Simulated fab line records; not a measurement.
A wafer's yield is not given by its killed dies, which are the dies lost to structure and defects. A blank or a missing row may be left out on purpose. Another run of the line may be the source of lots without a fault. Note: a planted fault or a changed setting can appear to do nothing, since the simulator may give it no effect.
Chamber matching    flow gf180mcu    GF_STI_ETCH_14 on rie si-02 has 4 sister chambers
The step etches Si in HBr/Cl2/O2, target depth 360 nm, time 102.9 s. 20 wafers are shown with their chamber, then 9 later ones without.

== EACH WAFER AND ITS CHAMBER ==
wafer   chamber  drypump motor current A (A)  he backside leak sccm (sccm)  oes product au (a.u.)
L074.2  2        5.9                          2.7                           1.001
L074.4  1        5.9                          2.6                           1.011
L074.6  1        5.9                          2.9                           1.021
L075.2  1        5.9                          2.5                           0.994
L075.5  3        5.8                          2.8                           1.012
L075.6  0        5.2                          2.7                           0.990
L079.1  3        5.8                          2.9                           1.021
L079.5  3        5.8                          3.0                           1.022
L079.6  2        5.9                          2.7                           1.004
L083.1  3        5.9                          3.0                           1.009
L083.3  1        5.9                          2.6                           1.013
L083.6  0        5.2                          2.5                           0.996
L085.1  1        5.9                          2.6                           1.014
L085.5  3        5.9                          3.1                           1.024
L085.6  2        5.9                          2.7                           1.009
L087.2  2        5.9                          2.7                           1.009
L087.3  3        5.8                          3.0                           1.004
L091.1  3        5.9                          2.9                           1.018
L091.2  1        5.9                          2.6                           1.005
L091.4  0        5.2                          2.6                           1.007

SIGNATURES, as means of the wafers listed above
reading                  chamber 0  chamber 1  chamber 2  chamber 3  scatter within a chamber
drypump motor current A  5.200      5.900      5.900      5.843      0.0327
he backside leak sccm    2.600      2.633      2.700      2.957      0.103
oes product au           0.99767    1.00967    1.00575    1.01571    0.00775
Rule: for each reading, subtract the chamber's mean from the wafer's reading, divide by that reading's scatter and square the result; add these up over the readings and take the root, which gives the wafer's distance from the chamber. The wafer belongs to the nearest chamber; if the next one is less than 2 further off, it can't be placed. The scatter is the square root of a quotient: the sum, over the shown wafers, of each reading's squared deviation from its chamber's mean, divided by wafers minus chambers.

== WAFERS WITH NO CHAMBER GIVEN ==
wafer   drypump motor current A (A)  he backside leak sccm (sccm)  oes product au (a.u.)
L093.1  5.9                          2.7                           1.007
L093.3  5.9                          2.6                           1.012
L093.6  5.9                          2.7                           1.000
L094.4  5.2                          2.6                           0.995
L094.5  5.9                          2.8                           1.002
L094.6  5.9                          2.8                           1.021
L097.1  5.9                          2.7                           1.016
L097.2  5.9                          3.0                           1.032
L097.4  5.9                          2.5                           1.001

== EACH ONE'S CHAMBER ==
wafer   from the rows above           in truth
L093.1  can't be placed: 2 or 1       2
L093.3  can't be placed: 1 or 2       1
L093.6  can't be placed: 2 or 1       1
L094.4  0                             0
L094.5  can't be placed: 2 or 1 or 3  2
L094.6  can't be placed: 1 or 2 or 3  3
L097.1  can't be placed: 1 or 2       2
L097.2  can't be placed: 3 or 2 or 1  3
L097.4  can't be placed: 1 or 2       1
1 of 9 placed correctly. Not placeable from these rows: 8 (in 8, the candidates include the true chamber). 0 placed wrongly.
